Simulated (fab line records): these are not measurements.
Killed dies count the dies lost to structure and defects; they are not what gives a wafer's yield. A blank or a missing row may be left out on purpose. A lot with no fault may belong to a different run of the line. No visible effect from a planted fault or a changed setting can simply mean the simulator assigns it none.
Comparing a struck lot with a sound one -- flow gf180mcu -- 33 steps out of a route of 602
Sound: these wafers, L132.1, L132.3, L132.6. The struck wafers were L149.1, L149.2, L149.3. The cause is given at the end.
Each step with rows lists, per side, the tool, then ch with its chambers, then its first start. Under that, the readings that differ: sound wafers -- struck wafers -- difference of the means -- sigmas: that difference in standard deviations of wafers without a fault.
alike: readings whose means differ by less than 2 such deviations, and words and numbers that are the same on both sides. not compared: withheld readings, readings that some wafer has no value for, bounds like >300 that may hide the same value, and numbers for which the record gives no deviation and whose values overlap.
Wherever a step has rows on one side only, a row that says differs or no value, or a row with sigmas, the two part there. Numbers that don't overlap but have no deviation are shown without sigmas and don't part them. A reading that every wafer of one side lacks parts them only if that side has two wafers or more.

first, 1 step without rows for these wafers: GF_STI_OXIDATION_21 (stabilise 600 s, purge 300 s, target thk 15 nm).
GF_STI_THK_MEAS_22:
  struck on filmMetro-04, day 7 01:47; sound on filmMetro-03, day 3 10:59
reading,sound,struck,difference,sigmas
STI_OXIDATION_01_THK (nm),14.7 14.4 14.6,15.0 15.2 15.4,+0.6,+2
then, 1 step without rows for these wafers: GF_STI_CVD_23 (deposits SiO2, target thk 650 nm, time 108.3 s).
GF_STI_THK_MEAS_24:
  struck on filmMetro-02, day 7 01:55; sound on filmMetro-02, day 3 11:07
  alike: STI_CVD_23_THK
GF_STI_CMP_25: polishes, stops on Si3N4, t overpolish 33 s, target thk 524.6 nm.
  sound on cmp-01 ch 0,1, day 3 11:13; struck on cmp-02 ch 0,1,3, day 7 01:59
  alike: motorCurrentA, overpolishRunS, timeToEndpointS
then, 4 steps without rows for these wafers: GF_STI_WET_ETCH_26 (etches SiO2 in dHF, target depth 94 nm, time 188 s); GF_STI_WET_ETCH_27 (etches Si3N4 in H3PO4, target depth 160 nm, time 1825 s); GF_STI_WET_ETCH_28 (etches SiO2 in dHF, target depth 20 nm, time 40 s); GF_STI_OXIDATION_29 (stabilise 600 s, purge 300 s, target thk 10 nm).
GF_STI_THK_MEAS_30:
  struck on filmMetro-03, day 7 04:16; sound on filmMetro-02, day 3 13:28
  alike: STI_OXIDATION_02_THK
then, 2 steps without rows for these wafers: GF_DNWELL_DEHYDRATE_00 (time 60 s); GF_DNWELL_HMDS_01 (prime time 60 s).
GF_DNWELL_COAT_02: resist thk 3000 nm.
  sound on lithoTrack-03 ch 0, day 3 20:01; struck on lithoTrack-01 ch 0, day 7 11:47
reading,sound,struck,difference,sigmas
model.coat_of_DNWELL_COAT_02.thkNm (nm),3012 3011 3003,1276 1277 1276,-1732,
then, 3 steps without rows for these wafers: GF_DNWELL_SOFTBAKE_03; GF_DNWELL_EXPOSE_04 (exposes mask DNWELL, target cd 1700 nm); GF_DNWELL_PEB_05.
GF_DNWELL_DEVELOP_06: develop time 60 s.
  sound on lithoTrack-04 ch 0; struck on lithoTrack-01 ch 0
reading,sound,struck,difference,sigmas
model.coat_of_DNWELL_COAT_02.thkNm (nm),3011 3010 3002,1275 1276 1275,-1732,
after that, 1 step had no rows for these wafers: GF_DNWELL_IMPLANT_07.
GF_DNWELL_STRIP_08: strips in O2/N2.
  sound on plasmaAsher-04 ch 0,1, day 4 02:59; struck on plasmaAsher-01 ch 0,1, day 7 19:50
reading,sound,struck,difference,sigmas
oesProductAu (a.u.),0.724 0.729 0.726,0.707 0.719 0.720,-0.011,-2
stripTimeToEndpointS (s),37.10 37.08 36.98,16.78 16.78 16.77,-20.28,-99 or more
  alike: drypumpMotorCurrentA, heaterPowerW
  not compared: rfHoursCounterH
GF_DNWELL_TW_MEAS_09:
  struck on filmMetro-04, day 7 19:56; sound on filmMetro-04, day 4 03:05
  alike: DNWELL_TW
then, 7 steps without rows for these wafers: GF_NWELL_DEHYDRATE_00 (time 60 s); GF_NWELL_HMDS_01 (prime time 60 s); GF_NWELL_COAT_02 (resist thk 3000 nm); GF_NWELL_SOFTBAKE_03; GF_NWELL_EXPOSE_04 (exposes mask Nwell, target cd 860 nm); GF_NWELL_PEB_05; GF_NWELL_DEVELOP_06 (develop time 60 s).
GF_NWELL_OVL_MEAS_07:
  struck on overlay-01, day 8 12:22; sound on overlay-01, day 4 16:19
  alike: NWELL_OVL
then, 2 steps without rows for these wafers: GF_NWELL_IMPLANT_08; GF_NWELL_IMPLANT_09.
GF_NWELL_STRIP_10: strips in O2/N2.
  sound on plasmaAsher-02 ch 0,1, day 4 16:40; struck on plasmaAsher-02 ch 0,1, day 8 12:41
reading,sound,struck,difference,sigmas
stripTimeToEndpointS (s),37.13 37.16 37.12,36.93 36.86 36.89,-0.24,-2
  alike: drypumpMotorCurrentA, heaterPowerW, oesProductAu
  not compared: rfHoursCounterH
GF_NWELL_TW_MEAS_11:
  struck on filmMetro-01, day 8 13:02; sound on filmMetro-03, day 4 16:46
reading,sound,struck,difference,sigmas
NWELL_TW,1570 1562 1569,1942 1947 1945,+378,+52
  not compared: hold
GF_PASSIVATION_PROBE_99:
  rows exist in the record for the sound wafers here (prober-02, day 30 20:33), none for the struck ones

## WHERE THEY PART
Earliest at GF_STI_THK_MEAS_22; latest, in this record, at GF_PASSIVATION_PROBE_99.

WHY: the cause the simulator had injected
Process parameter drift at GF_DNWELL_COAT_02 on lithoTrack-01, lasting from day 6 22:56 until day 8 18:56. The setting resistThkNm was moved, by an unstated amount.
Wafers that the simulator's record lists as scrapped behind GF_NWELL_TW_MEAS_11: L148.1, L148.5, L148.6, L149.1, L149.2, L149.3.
